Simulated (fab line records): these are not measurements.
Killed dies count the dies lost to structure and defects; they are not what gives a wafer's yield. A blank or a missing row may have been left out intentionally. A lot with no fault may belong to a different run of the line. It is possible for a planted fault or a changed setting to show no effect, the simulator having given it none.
A single fault, viewed from 2 desks + flow gf180mcu + only its own numbers are on each desk; what lay behind them is given at the end

## DESK OF THE TOOL OWNER: implanter-02
The tool's own readings at GF_DNWELL_IMPLANT_07: means of the sampled wafers that have a number, for each lot that ran on this tool. If a lot's mean is further than 4 standard deviations from the usual mean, the lot is out of limits and carries the mark OUT (the distance appears in the brackets).
Columns: A = beamOnS at GF_DNWELL_IMPLANT_07, usual 10.00 s; B = doseIonsCm2 at GF_DNWELL_IMPLANT_07, usual 1.0001e+13; C = endStationPressureTorr at GF_DNWELL_IMPLANT_07, usual 5.04e-06 Torr; D = faradayCurrentUA at GF_DNWELL_IMPLANT_07, usual 56.4
| lot  | first seen here | A     | B                            | C        | D              |
|------|-----------------|-------|------------------------------|----------|----------------|
| L754 | day 2 18:53     | 10.03 | 1.0015e+13                   | 5.00e-06 | 56.1           |
| L758 | day 3 18:26     | 9.95  | 1.0000e+13                   | 5.17e-06 | 56.6           |
| L767 | day 5 20:11     | 10.11 | 4.3367e+12 (-99 or more) OUT | 5.10e-06 | 24.1 (-32) OUT |
| L769 | day 6 03:20     | 10.11 | 4.3343e+12 (-99 or more) OUT | 4.80e-06 | 24.1 (-32) OUT |
Finding of this desk: L767, L769 out of limits; the first was L767 at day 5 20:11, on doseIonsCm2 at GF_DNWELL_IMPLANT_07. Within limits: L754, L758.

## AT THE METROLOGY DESK
What the gauges read, lot by lot, whatever tool the lot ran on: means of the sampled wafers that have a number. If a lot's mean is further than 4 standard deviations from the usual mean, the lot is out of limits and carries the mark OUT (the distance appears in the brackets).
Columns: A = DNWELL_TW at GF_DNWELL_TW_MEAS_09, usual 1342; B = VT_IMPLANT_03_OVL at GF_VT_IMPLANT_OVL_MEAS_40, usual 0.0 nm
| lot  | first seen here | A              | B    |
|------|-----------------|----------------|------|
| L754 | day 2 19:06     | 1348           | 1.5  |
| L755 | day 3 09:15     | 1355           | 2.2  |
| L756 | day 3 14:08     | 1339           | -0.2 |
| L758 | day 3 18:41     | 1336           | -0.7 |
| L759 | day 4 00:48     | 1342           | -1.3 |
| L760 | day 4 05:30     | 1346           | -0.6 |
| L761 | day 4 13:46     | 1337           | -0.0 |
| L767 | day 5 20:26     | 1016 (-39) OUT | -0.6 |
| L769 | day 6 03:33     | 1034 (-37) OUT | 0.3  |
| L771 | day 6 18:06     | 1345           | 0.3  |
| L772 | day 7 00:26     | 1332           | -0.3 |
| L773 | day 7 04:09     | 1340           | -0.3 |
| L775 | day 7 10:08     | 1332           | 1.7  |
This desk reports L767, L769 out of limits; the earliest was L767 at day 5 20:26 (DNWELL_TW at GF_DNWELL_TW_MEAS_09). Within limits: L754, L755, L756, L758, L759, L760, L761, L771, L772, L773, L775.

## TAKEN TOGETHER
On L767, L769, at day 5 20:11, an alarm was possible from the tool owner's desk.
On L767, L769, the metrology desk was in a position to raise an alarm at day 5 20:26.
Of the lots named, all ran GF_DNWELL_IMPLANT_07 on implanter-02.

## WHAT HAD BEEN PUT IN BY THE SIMULATOR
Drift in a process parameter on implanter-02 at GF_DNWELL_IMPLANT_07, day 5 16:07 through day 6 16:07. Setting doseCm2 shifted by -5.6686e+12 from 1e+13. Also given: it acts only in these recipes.
Shown lots that were struck: L767, L769.
Time in hours from fault onset to the first out-of-limits reading at each desk: tool owner's desk 4, metrology desk 4.
